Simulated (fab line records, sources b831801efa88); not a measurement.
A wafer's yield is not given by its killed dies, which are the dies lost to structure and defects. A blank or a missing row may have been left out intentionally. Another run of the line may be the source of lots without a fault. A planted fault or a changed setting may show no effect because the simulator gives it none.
Shared-tool check / flow gf180mcu / Sample size 14 lots and 42 wafers

## WHY IT WAS OPENED
Of 14 lots, 3 have the reading LVPWELL_RS flagged at GF_VT_IMPLANT_RS_MEAS_48. Fault-free wafers read 1197 ohm/sq, with a standard deviation of 3.4.
Rule: a lot gets a flag if all its wafers with a number sit over 4 standard deviations from that mean, or if no wafer of it has a number. The rest of the lots are taken to be sound.

lot=L216; measured=day 7 11:32; on=film metro-02; LVPWELL_RS (ohm/sq), wafer by wafer=1191 1195 1193; flag=
lot=L217; measured=day 7 18:08; on=film metro-02; LVPWELL_RS (ohm/sq), wafer by wafer=1197 1199 1197; flag=
lot=L218; measured=day 8 03:10; on=film metro-04; LVPWELL_RS (ohm/sq), wafer by wafer=1195 1198 1198; flag=
lot=L219; measured=day 8 10:11; on=film metro-03; LVPWELL_RS (ohm/sq), wafer by wafer=1200 1201 1197; flag=
lot=L226; measured=day 10 09:19; on=film metro-04; LVPWELL_RS (ohm/sq), wafer by wafer=1171 1170 1170; flag=FLAGGED
lot=L227; measured=day 10 18:03; on=film metro-04; LVPWELL_RS (ohm/sq), wafer by wafer=1167 1168 1169; flag=FLAGGED
lot=L228; measured=day 11 00:46; on=film metro-04; LVPWELL_RS (ohm/sq), wafer by wafer=1173 1174 1171; flag=FLAGGED
lot=L230; measured=day 11 12:13; on=film metro-02; LVPWELL_RS (ohm/sq), wafer by wafer=1199 1200 1202; flag=
lot=L231; measured=day 11 17:32; on=film metro-02; LVPWELL_RS (ohm/sq), wafer by wafer=1198 1199 1199; flag=
lot=L232; measured=day 12 00:41; on=film metro-02; LVPWELL_RS (ohm/sq), wafer by wafer=1193 1191 1191; flag=
lot=L234; measured=day 12 14:29; on=film metro-03; LVPWELL_RS (ohm/sq), wafer by wafer=1195 1194 1197; flag=
lot=L235; measured=day 12 22:31; on=film metro-04; LVPWELL_RS (ohm/sq), wafer by wafer=1195 1198 1199; flag=
lot=L238; measured=day 13 14:50; on=film metro-02; LVPWELL_RS (ohm/sq), wafer by wafer=1193 1194 1193; flag=
lot=L239; measured=day 13 23:01; on=film metro-03; LVPWELL_RS (ohm/sq), wafer by wafer=1200 1205 1202; flag=
The mean of the flagged lots' numbers is 1170 ohm/sq, -27 ohm/sq from the usual (-8 standard deviations).

## LOT BY LOT: THE TOOL USED
The record keeps 1 process step preceding the reading, out of 602 steps on the route. Every cell lists first the tool, next ch and the chambers used by the sampled wafers, and last the start.
lot=L216; flag=; GF_LVPWELL_IMPLANT_08=implanter-02 ch 0, day 3 19:57
lot=L217; flag=; GF_LVPWELL_IMPLANT_08=implanter-02 ch 0, day 4 00:34
lot=L218; flag=; GF_LVPWELL_IMPLANT_08=implanter-01 ch 0, day 4 07:54
lot=L219; flag=; GF_LVPWELL_IMPLANT_08=implanter-02 ch 0, day 4 13:41
lot=L226; flag=FLAGGED; GF_LVPWELL_IMPLANT_08=implanter-02 ch 0, day 6 04:15
lot=L227; flag=FLAGGED; GF_LVPWELL_IMPLANT_08=implanter-02 ch 0, day 6 11:20
lot=L228; flag=FLAGGED; GF_LVPWELL_IMPLANT_08=implanter-02 ch 0, day 6 18:19
lot=L230; flag=; GF_LVPWELL_IMPLANT_08=implanter-01 ch 0, day 7 04:17
lot=L231; flag=; GF_LVPWELL_IMPLANT_08=implanter-04 ch 0, day 7 08:47
lot=L232; flag=; GF_LVPWELL_IMPLANT_08=implanter-04 ch 0, day 7 13:35
lot=L234; flag=; GF_LVPWELL_IMPLANT_08=implanter-01 ch 0, day 8 02:54
lot=L235; flag=; GF_LVPWELL_IMPLANT_08=implanter-04 ch 0, day 8 08:14
lot=L238; flag=; GF_LVPWELL_IMPLANT_08=implanter-04 ch 0, day 9 00:47
lot=L239; flag=; GF_LVPWELL_IMPLANT_08=implanter-04 ch 0, day 9 06:50
What these steps do:
- GF_LVPWELL_IMPLANT_08
- GF_VT_IMPLANT_RS_MEAS_48: measures by four-point-probe.

## FLAGGED AGAINST TOTAL, ONE TOOL AT A TIME (gauges that did the reading follow at the end)
step=GF_LVPWELL_IMPLANT_08; tool=implanter-01; lots run=3; flagged=0; share of the flagged lots=none; sound lots run after its first flagged lot=-
step=GF_LVPWELL_IMPLANT_08; tool=implanter-02; lots run=6; flagged=3; share of the flagged lots=all; sound lots run after its first flagged lot=0
step=GF_LVPWELL_IMPLANT_08; tool=implanter-04; lots run=5; flagged=0; share of the flagged lots=none; sound lots run after its first flagged lot=-
step=GF_VT_IMPLANT_RS_MEAS_48; tool=film metro-02; lots run=6; flagged=0; share of the flagged lots=none; sound lots run after its first flagged lot=-
step=GF_VT_IMPLANT_RS_MEAS_48; tool=film metro-03; lots run=3; flagged=0; share of the flagged lots=none; sound lots run after its first flagged lot=-
step=GF_VT_IMPLANT_RS_MEAS_48; tool=film metro-04; lots run=5; flagged=3; share of the flagged lots=all; sound lots run after its first flagged lot=1 (L235)

## THE TABLE: WHAT IT ALLOWS
In 2 table rows, all flagged lots were run: implanter-02 (GF_LVPWELL_IMPLANT_08), film metro-04 (GF_VT_IMPLANT_RS_MEAS_48).
- implanter-02 at GF_LVPWELL_IMPLANT_08: 3 of its 6 lots flagged. Its last sound lot is L219 (day 4 13:41), its first flagged lot L226 (day 6 04:15): a fault that began between those two fits. Its own readings lie more than 4 standard deviations out on every wafer of the flagged lots: beam energy keV.
- film metro-04 at GF_VT_IMPLANT_RS_MEAS_48: 3 of its 5 lots flagged. Sound lots ran on it after the first flagged one (L235), which a lasting fault on the whole tool wouldn't allow.
Left over: one tool, implanter-02 at GF_LVPWELL_IMPLANT_08.

## WHAT WAS PUT IN BY THE SIMULATOR
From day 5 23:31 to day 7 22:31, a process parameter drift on implanter-02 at GF_LVPWELL_IMPLANT_08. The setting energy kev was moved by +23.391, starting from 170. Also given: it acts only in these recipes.
Struck lots among those shown: L226, L227, L228. The rule given above showed the same thing.
